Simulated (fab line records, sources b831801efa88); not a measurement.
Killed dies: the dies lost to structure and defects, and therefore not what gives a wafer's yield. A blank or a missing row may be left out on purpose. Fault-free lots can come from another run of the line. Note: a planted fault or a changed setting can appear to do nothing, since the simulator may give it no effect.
A lot that was struck, set against a sound lot    flow sky130    14 out of 708 route steps
Sound: wafers L717.2, L717.4, L717.5. The struck wafers were L706.1, L706.5, L706.6. Last of all comes the cause.
Order at every step that has rows: each side's tool, ch and its chambers, its first start. Under that, the readings that differ: sound wafers    struck wafers    difference of the means    sigmas: that difference in standard deviations of wafers without a fault.
alike: words and numbers the same on both sides, and readings whose means are apart by under 2 such deviations; not compared: readings that were withheld, readings missing a value for some wafer, numbers with overlapping values and no deviation given by the record, and bounds like >300 which may hide the same value.
The two part at a step that has a row with sigmas, a row that says differs or no value, or rows on one side only. When numbers do not overlap yet have no deviation, they are printed without sigmas and do not part them. Lack of a reading on every wafer of one side parts them only where that side has two or more wafers.

SKY_LDD_LDN_STRIP_12: strips in O2/N2.
  sound on plasma asher-03 ch 0,1, day 29 13:25; struck on plasma asher-02 ch 0,1, day 25 20:36
reading                      sound        struck       difference  sigmas
drypump motor current A (A)  5.0 4.8 4.9  6.1 5.5 6.1  +1.0        +2
  alike: oes product au, strip time to endpoint s
  not compared: rf hours counter h
SKY_LDD_LDN_TW_MEAS_13:
  struck on film metro-03, day 25 20:42; sound on film metro-01, day 29 13:31
  alike: LDD_LDN_TW
then, 2 steps without rows for these wafers: SKY_LDD_LDN_CLEAN_14 (cleans in SC1/SC2, time 150 s); SKY_SPACER_CVD_00 (deposits Si3N4 from DCS/NH3, target thk 43.1 nm, time 740 s).
SKY_SPACER_THK_MEAS_01:
  struck on film metro-04, day 25 22:01; sound on film metro-04, day 29 14:50
  alike: SPACER_CVD_00_THK
SKY_SPACER_ETCHBACK_02: etches Si3N4 in CH3F/O2, stops on SiO2, time 46.7 s, target depth 45 nm.
  sound on rie diel-02 ch 0,2, day 29 14:53; struck on rie diel-04 ch 0,3, day 25 22:05
  alike: drypump motor current A, oes product au, throttle valve pct
  not compared: rf hours counter h
then, 6 steps without rows for these wafers: SKY_POLY_CUT_DEHYDRATE_00 (time 60 s); SKY_POLY_CUT_HMDS_01 (prime time 60 s); SKY_POLY_CUT_COAT_02 (resist thk 60 nm); SKY_POLY_CUT_COAT_03 (resist thk 450 nm); SKY_POLY_CUT_SOFTBAKE_04 (time 90 s); SKY_POLY_CUT_EXPOSE_05 (exposes mask NPCM, target cd 270 nm).
SKY_POLY_CUT_PEB_06:
  sound on litho track-03 ch 0, day 30 18:00; struck on litho track-02, day 27 03:00
reading          sound           struck  difference                     sigmas
exhaust pa (Pa)  44.9 44.8 44.9  - - -   no value on the struck wafers  
  not compared: chill plate temp C
then, 1 step without rows for these wafers: SKY_POLY_CUT_DEVELOP_07 (develop time 60 s).

## WHERE THEY PART
Earliest at SKY_LDD_LDN_STRIP_12; latest, in this record, at SKY_POLY_CUT_PEB_06.

WHY: what had been put in by the simulator
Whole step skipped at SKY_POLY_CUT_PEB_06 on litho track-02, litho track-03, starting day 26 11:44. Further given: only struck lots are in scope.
